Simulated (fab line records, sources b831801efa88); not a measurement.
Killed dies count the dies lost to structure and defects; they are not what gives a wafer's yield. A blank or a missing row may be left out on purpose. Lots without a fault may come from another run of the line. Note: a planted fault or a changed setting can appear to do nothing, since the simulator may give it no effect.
What tool caused it? :: flow sky130 :: 11 lots (33 wafers sampled), 1 step of a 708-step route

== WHAT THE GAUGES READ, wafer by wafer ==
SKY_CONTACT_OVL_MEAS_15.
lot: L308
measured: day 32 04:34
on: overlay-02
CONTACT_OVL (nm): 2 7 3

lot: L309
measured: day 33 08:14
on: overlay-01
CONTACT_OVL (nm): 8 5 4

lot: L310
measured: day 33 09:22
on: overlay-02
CONTACT_OVL (nm): 13 16 19

lot: L312
measured: day 34 16:16
on: overlay-01
CONTACT_OVL (nm): 3 2 2

lot: L317
measured: day 35 14:07
on: overlay-02
CONTACT_OVL (nm): 11 6 7

lot: L318
measured: day 35 19:10
on: overlay-01
CONTACT_OVL (nm): 2 7 2

lot: L319
measured: day 36 16:08
on: overlay-02
CONTACT_OVL (nm): -4 0 -6

lot: L321
measured: day 36 22:12
on: overlay-01
CONTACT_OVL (nm): 0 2 -3

lot: L322
measured: day 37 04:36
on: overlay-01
CONTACT_OVL (nm): 4 4 5

lot: L326
measured: day 38 02:16
on: overlay-01
CONTACT_OVL (nm): -1 4 -6

lot: L329
measured: day 38 17:19
on: overlay-02
CONTACT_OVL (nm): 13 9 13

== WHAT TOOL EACH LOT RAN ON (gives the tool, then ch and the chambers of the sampled wafers, and finally the start) ==
Before these readings, the record contains no process step.

== THE ANSWER, worked out from the rows above alone ==
Rule: the usual values come from the lots themselves. Put in order of their means at a reading, lots are off if they are a third of the lots or fewer, leave a main group of 4 or more, and stand apart from it by a gap of 3 or more times the standard deviation of the main group's means; of several such gaps the widest counts. Not used: any main group whose means are identical at the precision the tables above print for the reading. Also off: a lot with no number at a reading for which 4 or more lots have one. Where the step has rows for the other lots, those lots are counted as sound.
Nothing can be told from this: no lot is off at any reading shown.

== WHAT THE SIMULATOR HAD INSERTED ==
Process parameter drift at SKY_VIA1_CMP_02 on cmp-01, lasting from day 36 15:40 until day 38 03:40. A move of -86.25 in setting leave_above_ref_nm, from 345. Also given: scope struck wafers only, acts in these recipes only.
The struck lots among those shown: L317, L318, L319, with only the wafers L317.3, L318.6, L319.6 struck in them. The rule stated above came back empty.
